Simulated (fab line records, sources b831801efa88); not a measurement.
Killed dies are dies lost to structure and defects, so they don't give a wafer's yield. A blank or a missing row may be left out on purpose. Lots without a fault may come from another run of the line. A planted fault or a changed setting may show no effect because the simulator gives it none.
Which tool did it? | flow gf180mcu | 15 lots, 45 wafers sampled, at 4 steps of a route of 602

WHAT THE GAUGES READ, wafer by wafer
GF_M2_RS_MEAS_05: measures by four-point-probe. Usual: M2_ALCU_RS 0.0690 ohm/sq, standard deviation 0.001.
lot  | measured     | on            | M2_ALCU_RS (ohm/sq)  | flag
L447 | day 18 10:32 | film_metro-02 | 0.0696 0.0690 0.0699 |
L449 | day 18 21:02 | film_metro-04 | 0.0693 0.0692 0.0680 |
L450 | day 19 07:50 | film_metro-02 | 0.0689 0.0695 0.0699 |
L451 | day 19 17:13 | film_metro-01 | 0.0685 0.0680 0.0684 |
L454 | day 20 17:52 | film_metro-02 | 0.0692 0.0686 0.0687 |
L453 | day 20 20:32 | film_metro-04 | 0.0701 0.0701 0.0702 |
L455 | day 20 22:56 | film_metro-01 | 0.0685 0.0677 0.0682 |
L456 | day 21 14:08 | film_metro-02 | 0.0696 0.0684 0.0696 |
L460 | day 22 21:19 | film_metro-02 | 0.0688 0.0701 0.0700 |
L463 | day 23 19:56 | film_metro-04 | 0.0687 0.0680 0.0689 |
L464 | day 24 04:56 | film_metro-01 | 0.0691 0.0682 0.0678 |
L465 | day 24 16:50 | film_metro-04 | 0.0683 0.0685 0.0686 |
L467 | day 25 03:43 | film_metro-01 | 0.0690 0.0680 0.0681 |
L468 | day 25 12:18 | film_metro-01 | 0.0681 0.0692 0.0680 |
L470 | day 26 11:41 | film_metro-02 | 0.0668 0.0675 0.0686 |

GF_V2_THK_MEAS_01. Usual: V2_CVD_00_THK 597 nm, standard deviation 8.3.
lot  | measured     | on            | V2_CVD_00_THK (nm) | flag
L447 | day 19 10:31 | film_metro-02 | 605 590 604        |
L449 | day 19 22:10 | film_metro-02 | 594 587 596        |
L450 | day 20 09:19 | film_metro-03 | 596 606 601        |
L451 | day 20 18:43 | film_metro-03 | 596 596 599        |
L454 | day 21 18:36 | film_metro-04 | 602 593 598        |
L460 | day 23 20:44 | film_metro-03 | 599 607 598        |
L463 | day 24 18:34 | film_metro-02 | 605 611 607        |
L464 | day 25 03:52 | film_metro-03 | 587 607 594        |
L465 | day 25 14:44 | film_metro-03 | 591 586 585        |
L467 | day 26 01:23 | film_metro-03 | 588 580 583        |
L468 | day 26 09:55 | film_metro-02 | 604 609 612        |
L470 | day 27 09:02 | film_metro-03 | 606 609 612        |

WHICH TOOL RAN EACH LOT (tool, then ch and the chambers of the sampled wafers, then the start)
lot  | GF_M2_DEVELOP_13                  | GF_M2_METAL_ETCH_16
L447 | litho_track-01 ch 0, day 19 09:28 | rie_metal-01 ch 0,1, day 19 09:44
L449 | litho_track-03 ch 0, day 19 21:05 | rie_metal-01 ch 0,1, day 19 21:23
L450 | litho_track-02 ch 0, day 20 08:16 | rie_metal-01 ch 0,1, day 20 08:35
L451 | litho_track-02 ch 0, day 20 17:40 | rie_metal-01 ch 0, day 20 17:59
L454 | litho_track-03 ch 0, day 21 17:32 | rie_metal-02 ch 0,1, day 21 17:50
L453 | litho_track-03, day 21 20:11      | rie_metal-03 ch 0,1, day 21 20:29
L455 | litho_track-01, day 21 22:34      | rie_metal-01 ch 0,1, day 21 22:50
L456 | litho_track-01, day 22 13:29      | rie_metal-01 ch 0,1, day 22 13:47
L460 | litho_track-01 ch 0, day 23 19:43 | rie_metal-01 ch 0,1, day 23 19:59
L463 | litho_track-02 ch 0, day 24 17:32 | rie_metal-03 ch 0,1, day 24 17:50
L464 | litho_track-02 ch 0, day 25 02:47 | rie_metal-02 ch 0,1, day 25 03:04
L465 | litho_track-03 ch 0, day 25 13:30 | rie_metal-03 ch 0, day 25 13:49
L467 | litho_track-01 ch 0, day 26 00:11 | rie_metal-03 ch 0, day 26 00:29
L468 | litho_track-03 ch 0, day 26 08:43 | rie_metal-03 ch 0, day 26 09:02
L470 | litho_track-03 ch 0, day 27 07:52 | rie_metal-03 ch 1, day 27 08:11
- GF_M2_DEVELOP_13: develop time 60 s.
- GF_M2_METAL_ETCH_16: etches the open film in Cl2/BCl3, stops on SiO2, target depth 750.8 nm, time 125.1 s.

WHAT THE TOOLS THEMSELVES READ (means of the sampled wafers that have a number; where no wafer has one, the mark that the record gives instead)
GF_M2_DEVELOP_13. Usual: chill_plate_temp_C 23.02 C, standard deviation 0.12.
lot  | tool           | chill_plate_temp_C (C) | flag
L447 | litho_track-01 | 23.11                  |
L449 | litho_track-03 | 22.92                  |
L450 | litho_track-02 | 22.95                  |
L451 | litho_track-02 | 23.09                  |
L454 | litho_track-03 | 23.06                  |
L453 | litho_track-03 | -                      | OFF
L455 | litho_track-01 | -                      | OFF
L456 | litho_track-01 | -                      | OFF
L460 | litho_track-01 | 23.10                  |
L463 | litho_track-02 | 22.97                  |
L464 | litho_track-02 | 23.04                  |
L465 | litho_track-03 | 22.97                  |
L467 | litho_track-01 | 23.05                  |
L468 | litho_track-03 | 22.91                  |
L470 | litho_track-03 | 23.03                  |

GF_M2_METAL_ETCH_16. Usual: drypump_motor_current_A 5.6 A, standard deviation 0.61; oes_product_au 0.991 a.u., standard deviation 0.0054; throttle_valve_pct 28.228 %, standard deviation 0.0094.
lot  | tool         | drypump_motor_current_A (A) | oes_product_au (a.u.) | throttle_valve_pct (%) | flag
L447 | rie_metal-01 | 5.7                         | 0.991                 | 28.231                 |
L449 | rie_metal-01 | 5.7                         | 0.992                 | 28.235                 |
L450 | rie_metal-01 | 5.7                         | 0.991                 | 28.231                 |
L451 | rie_metal-01 | 5.3                         | 0.992                 | 28.231                 |
L454 | rie_metal-02 | 5.6                         | 0.995                 | 28.218                 |
L453 | rie_metal-03 | 5.3                         | 0.992                 | 28.231                 |
L455 | rie_metal-01 | 6.1                         | 0.992                 | 28.228                 |
L456 | rie_metal-01 | 5.7                         | 0.989                 | 28.216                 |
L460 | rie_metal-01 | 5.7                         | 0.987                 | 28.219                 |
L463 | rie_metal-03 | 5.7                         | 0.986                 | 28.236                 |
L464 | rie_metal-02 | 5.6                         | 0.998                 | 28.234                 |
L465 | rie_metal-03 | 4.9                         | 0.992                 | 28.219                 |
L467 | rie_metal-03 | 4.9                         | 0.992                 | 28.220                 |
L468 | rie_metal-03 | 4.9                         | 0.987                 | 28.236                 |
L470 | rie_metal-03 | 5.9                         | 0.990                 | 28.226                 |

THE ANSWER, worked out from the rows above alone
Rule: a lot is off if the mean of its wafers that have a number lies more than 3 standard deviations from the usual mean. A lot without any number at a reading at which 4 lots or more have one is off too. The other lots that the step has rows for count as sound. The gauges are gone through in route order, then the tools' own readings, and for those a lot's mean is taken as printed above. The first step at which some lot is off is used, and at that step the reading that is off furthest; a lot without a number counts as furthest.
Off: L453, L455, L456, at GF_M2_DEVELOP_13 (chill_plate_temp_C). Without a number there: L453, L455, L456.
A tool fits if, at that step or a process step before it, it ran every lot that is off, and no sound lot after the first of them. None of those tried fits.

WHAT THE SIMULATOR HAD PUT IN
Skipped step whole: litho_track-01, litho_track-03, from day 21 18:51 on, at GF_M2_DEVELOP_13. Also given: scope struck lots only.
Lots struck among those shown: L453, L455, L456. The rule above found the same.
